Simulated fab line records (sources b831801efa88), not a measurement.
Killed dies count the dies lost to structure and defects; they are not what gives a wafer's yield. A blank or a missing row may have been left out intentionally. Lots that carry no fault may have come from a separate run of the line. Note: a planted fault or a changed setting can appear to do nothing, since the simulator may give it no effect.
Matching of chambers | flow gf180mcu | GF_MIM_CVD_05 on pecvd-04: 3 sister chambers
The step deposits Si3N4, target thk 42 nm, time 29.086 s. 6 wafers are shown with their chamber, then 7 later ones without.

## WAFERS, EACH WITH ITS CHAMBER
wafer  | chamber | heater power outer w (W) | heater power w (W)
L215.1 | 2       | 296                      | 582
L216.1 | 0       | 277                      | 572
L216.2 | 1       | 343                      | 668
L216.6 | 2       | 361                      | 653
L218.1 | 0       | 301                      | 607
L218.2 | 1       | 299                      | 619

## WAFERS WITHOUT THEIR CHAMBER
wafer  | heater power outer w (W) | heater power w (W)
L218.3 | 380                      | 709
L220.4 | 342                      | 646
L220.5 | 287                      | 558
L220.6 | 334                      | 646
L235.1 | 288                      | 601
L235.2 | 335                      | 633
L235.4 | 363                      | 659

## THE CHAMBER EACH PASSED THROUGH
wafer  | from the rows above          | in truth
L218.3 | can't be placed: 1 or 2 or 0 | 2
L220.4 | can't be placed: 1 or 2 or 0 | 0
L220.5 | can't be placed: 0 or 2 or 1 | 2
L220.6 | can't be placed: 1 or 2 or 0 | 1
L235.1 | can't be placed: 0 or 2 or 1 | 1
L235.2 | can't be placed: 2 or 1 or 0 | 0
L235.4 | can't be placed: 1 or 2 or 0 | 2
Correctly placed: 0 of 7. These rows do not allow placing 7 (true chamber among the candidates in 7). Number placed wrongly: 0.
How it was worked out, from the rows above alone: a wafer's distance from a chamber is the root of the sum, over the readings, of the square of ((its reading less the chamber's mean) divided by the reading's scatter). The wafer belongs to the nearest chamber; if the next one is less than 2 further off, it can't be placed. For every chamber, the mean is computed from those of its wafers that are shown. How the scatter is found: for the shown wafers, subtract from each reading the mean of its chamber, square and add these, divide the total by (wafers less chambers), then take the root.
